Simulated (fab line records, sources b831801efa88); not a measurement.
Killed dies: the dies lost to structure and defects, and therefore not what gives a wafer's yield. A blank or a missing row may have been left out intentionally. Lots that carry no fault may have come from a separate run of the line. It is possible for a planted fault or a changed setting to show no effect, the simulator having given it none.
Which tool is to blame?    flow gf180mcu    36 wafers from 12 lots sampled at 5 of the route's 602 steps

## WHAT THE GAUGES READ, wafer by wafer
GF_SAB_THK_MEAS_01. Usual: SAB_CVD_00_THK 50.3 nm, standard deviation 0.64.
lot   measured      on            SAB_CVD_00_THK (nm)  flag
L423  day 14 18:17  filmMetro-01  49.4 49.8 50.4       
L424  day 14 23:37  filmMetro-02  50.2 50.8 49.8       
L430  day 17 09:16  filmMetro-02  47.7 47.3 48.1       OFF
L431  day 18 01:17  filmMetro-03  46.9 48.7 48.0       OFF
L434  day 18 15:29  filmMetro-03  50.5 49.6 51.4       
L438  day 20 04:36  filmMetro-02  50.2 49.8 50.9       
L439  day 20 09:38  filmMetro-02  50.0 50.8 50.9       
L440  day 20 19:11  filmMetro-01  49.7 50.5 50.9       
L441  day 21 07:51  filmMetro-03  50.5 50.8 51.2       
L442  day 21 11:37  filmMetro-03  49.9 51.3 50.6       
L443  day 21 16:48  filmMetro-01  50.4 50.4 49.3       
L445  day 22 10:56  filmMetro-02  50.9 50.0 50.5       

## EACH LOT AND THE TOOL THAT RAN IT (in order: tool; ch and the chambers of the sampled wafers; start)
lot   GF_HV_LDD_STRIP_37                   GF_HV_LDD_ETCHBACK_58              GF_PSD_STRIP_10                      GF_SAB_CVD_00
L423  plasmaAsher-01 ch 0,1, day 12 00:56  rieDiel-02 ch 0,1,2, day 13 00:00  plasmaAsher-03 ch 0,1, day 14 17:43  pecvd-01 ch 1,2, day 14 18:15
L424  plasmaAsher-02 ch 0,1, day 12 06:34  rieDiel-03 ch 1,2, day 13 05:02    plasmaAsher-02 ch 0,1, day 14 23:00  pecvd-01 ch 0,1,2, day 14 23:34
L430  plasmaAsher-04 ch 0,1, day 14 10:32  rieDiel-02 ch 0,3, day 15 10:41    plasmaAsher-02 ch 1, day 17 08:43    pecvd-04 ch 0,1, day 17 09:15
L431  plasmaAsher-04 ch 0,1, day 15 01:41  rieDiel-03 ch 0,1, day 16 01:38    plasmaAsher-04 ch 0,1, day 18 00:43  pecvd-04 ch 0,1,2, day 18 01:16
L434  plasmaAsher-01 ch 0,1, day 15 14:13  rieDiel-04 ch 1,2,3, day 16 15:20  plasmaAsher-02 ch 0,1, day 18 14:55  pecvd-01 ch 0,1,2, day 18 15:27
L438  plasmaAsher-02 ch 0,1, day 16 23:49  rieDiel-04 ch 1,3, day 18 03:08    plasmaAsher-02 ch 0,1, day 20 04:02  pecvd-03 ch 0,2, day 20 04:35
L439  plasmaAsher-02 ch 0,1, day 17 05:29  rieDiel-02 ch 0,1, day 18 07:58    plasmaAsher-04 ch 0,1, day 20 09:04  pecvd-01 ch 0,1,2, day 20 09:36
L440  plasmaAsher-02 ch 0, day 17 13:59    rieDiel-04 ch 0,1,3, day 18 17:03  plasmaAsher-02 ch 0, day 20 18:37    pecvd-04 ch 0,2, day 20 19:10
L441  plasmaAsher-01 ch 0,1, day 18 02:27  rieDiel-02 ch 0,2,3, day 19 05:31  plasmaAsher-02 ch 0,1, day 21 07:18  pecvd-03 ch 0,1,2, day 21 07:49
L442  plasmaAsher-04 ch 0,1, day 18 05:46  rieDiel-03 ch 0,2,3, day 19 09:58  plasmaAsher-03 ch 1, day 21 11:04    pecvd-01 ch 0,2, day 21 11:36
L443  plasmaAsher-04 ch 0,1, day 18 11:22  rieDiel-02 ch 0,3, day 19 15:03    plasmaAsher-04 ch 0,1, day 21 16:15  pecvd-04 ch 0,1,2, day 21 16:46
L445  plasmaAsher-02 ch 0,1, day 19 06:14  rieDiel-04 ch 0,2,3, day 20 09:50  plasmaAsher-03 ch 0,1, day 22 10:22  pecvd-01 ch 0,1,2, day 22 10:54
- GF_HV_LDD_STRIP_37: strips in O2/N2.
- GF_HV_LDD_ETCHBACK_58: etches Si3N4 in CH3F/O2, stops on SiO2, time 100 s, target depth 90 nm.
- GF_PSD_STRIP_10: strips in O2/N2.
- GF_SAB_CVD_00: deposits SiO2 from TEOS, target thk 50 nm, time 4.9302 s.

## AS READ BY THE TOOLS THEMSELVES (means over the sampled wafers that have a number; for cases with no such wafer, the mark the record gives instead)
GF_HV_LDD_STRIP_37. Usual: drypumpMotorCurrentA 5.7 A, standard deviation 0.31; heaterPowerW 327 W, standard deviation 27; n2FlowSccm 300.1 sccm, standard deviation 0.98; oesProductAu 0.716 a.u., standard deviation 0.0041; stripTimeToEndpointS 12.61 s, standard deviation 0.038.
lot   tool            drypumpMotorCurrentA (A)  heaterPowerW (W)  n2FlowSccm (sccm)  oesProductAu (a.u.)  stripTimeToEndpointS (s)  flag
L423  plasmaAsher-01  5.8                       302               300.5              0.714                12.60                     
L424  plasmaAsher-02  5.8                       328               299.7              0.714                12.60                     
L430  plasmaAsher-04  5.5                       346               300.7              0.713                12.63                     
L431  plasmaAsher-04  5.4                       339               300.3              0.716                12.60                     
L434  plasmaAsher-01  6.0                       328               300.0              0.719                12.61                     
L438  plasmaAsher-02  5.7                       313               300.6              0.717                12.65                     
L439  plasmaAsher-02  5.8                       325               299.3              0.719                12.60                     
L440  plasmaAsher-02  5.7                       319               300.7              0.717                12.58                     
L441  plasmaAsher-01  6.0                       328               301.1              0.720                12.63                     
L442  plasmaAsher-04  5.4                       336               299.7              0.712                12.60                     
L443  plasmaAsher-04  5.5                       345               299.5              0.713                12.65                     
L445  plasmaAsher-02  5.8                       322               298.5              0.715                12.61                     

GF_HV_LDD_ETCHBACK_58. Usual: drypumpMotorCurrentA 5.7 A, standard deviation 0.33; oesProductAu 0.843 a.u., standard deviation 0.0063; throttleValvePct 10.562 %, standard deviation 0.0094.
lot   tool        drypumpMotorCurrentA (A)  oesProductAu (a.u.)  throttleValvePct (%)  flag
L423  rieDiel-02  5.7                       0.844                10.575                
L424  rieDiel-03  5.8                       0.846                10.566                
L430  rieDiel-02  5.6                       0.851                10.564                
L431  rieDiel-03  5.6                       0.841                10.564                
L434  rieDiel-04  5.7                       0.853                10.565                
L438  rieDiel-04  5.8                       0.844                10.559                
L439  rieDiel-02  5.6                       0.846                10.550                
L440  rieDiel-04  5.5                       0.845                10.559                
L441  rieDiel-02  5.7                       0.846                10.564                
L442  rieDiel-03  5.8                       0.855                10.564                
L443  rieDiel-02  5.6                       0.841                10.572                
L445  rieDiel-04  5.9                       0.841                10.569                

GF_PSD_STRIP_10. Usual: drypumpMotorCurrentA 5.66 A, standard deviation 0.17; heaterPowerW 345 W, standard deviation 25; n2FlowSccm 300.0 sccm, standard deviation 0.86; oesProductAu 0.592 a.u., standard deviation 0.0043; stripTimeToEndpointS 16.52 s, standard deviation 0.033.
lot   tool            drypumpMotorCurrentA (A)  heaterPowerW (W)  n2FlowSccm (sccm)  oesProductAu (a.u.)  stripTimeToEndpointS (s)  flag
L423  plasmaAsher-03  5.67                      379               299.8              0.592                16.55                     
L424  plasmaAsher-02  5.78                      325               299.7              0.595                16.50                     
L430  plasmaAsher-02  5.85                      332               300.6              0.590                16.54                     
L431  plasmaAsher-04  5.55                      342               299.7              0.594                16.48                     
L434  plasmaAsher-02  5.73                      324               299.8              0.593                16.50                     
L438  plasmaAsher-02  5.72                      319               299.9              0.594                16.55                     
L439  plasmaAsher-04  5.37                      340               300.5              0.590                16.55                     
L440  plasmaAsher-02  5.67                      318               299.5              0.590                16.51                     
L441  plasmaAsher-02  5.73                      319               299.8              0.591                16.56                     
L442  plasmaAsher-03  5.65                      361               300.4              0.595                16.51                     
L443  plasmaAsher-04  5.38                      335               301.1              0.592                16.52                     
L445  plasmaAsher-03  5.67                      371               299.0              0.596                16.49                     

GF_SAB_CVD_00. Usual: heaterPowerW 684 W, standard deviation 89.
lot   tool      heaterPowerW (W)  flag
L423  pecvd-01  704               
L424  pecvd-01  728               
L430  pecvd-04  682               
L431  pecvd-04  686               
L434  pecvd-01  702               
L438  pecvd-03  667               
L439  pecvd-01  675               
L440  pecvd-04  647               
L441  pecvd-03  682               
L442  pecvd-01  679               
L443  pecvd-04  685               
L445  pecvd-01  731               

## THE ANSWER, worked out from the rows above alone
Rule: take the mean of a lot's wafers that have a number; if it is more than 3 standard deviations from the usual mean, the lot is off. Also off: a lot with no number at a reading for which 4 or more lots have one. Any other lot the step has rows for is counted as sound. After the gauges, taken in route order, come the tools' own readings; for these a lot's mean is taken, as printed above. At the first step where some lot is off, the reading lying furthest off is the one used; lots without a number count as furthest.
Off: at GF_SAB_THK_MEAS_01 (SAB_CVD_00_THK), L430, L431.
A tool fits if, at a process step before that reading, it ran every lot that is off, and no sound lot after the first of them. The gauges at GF_SAB_THK_MEAS_01 are tried like those tools. No candidate that was tried fits.

## WHAT THE SIMULATOR HAD PUT IN
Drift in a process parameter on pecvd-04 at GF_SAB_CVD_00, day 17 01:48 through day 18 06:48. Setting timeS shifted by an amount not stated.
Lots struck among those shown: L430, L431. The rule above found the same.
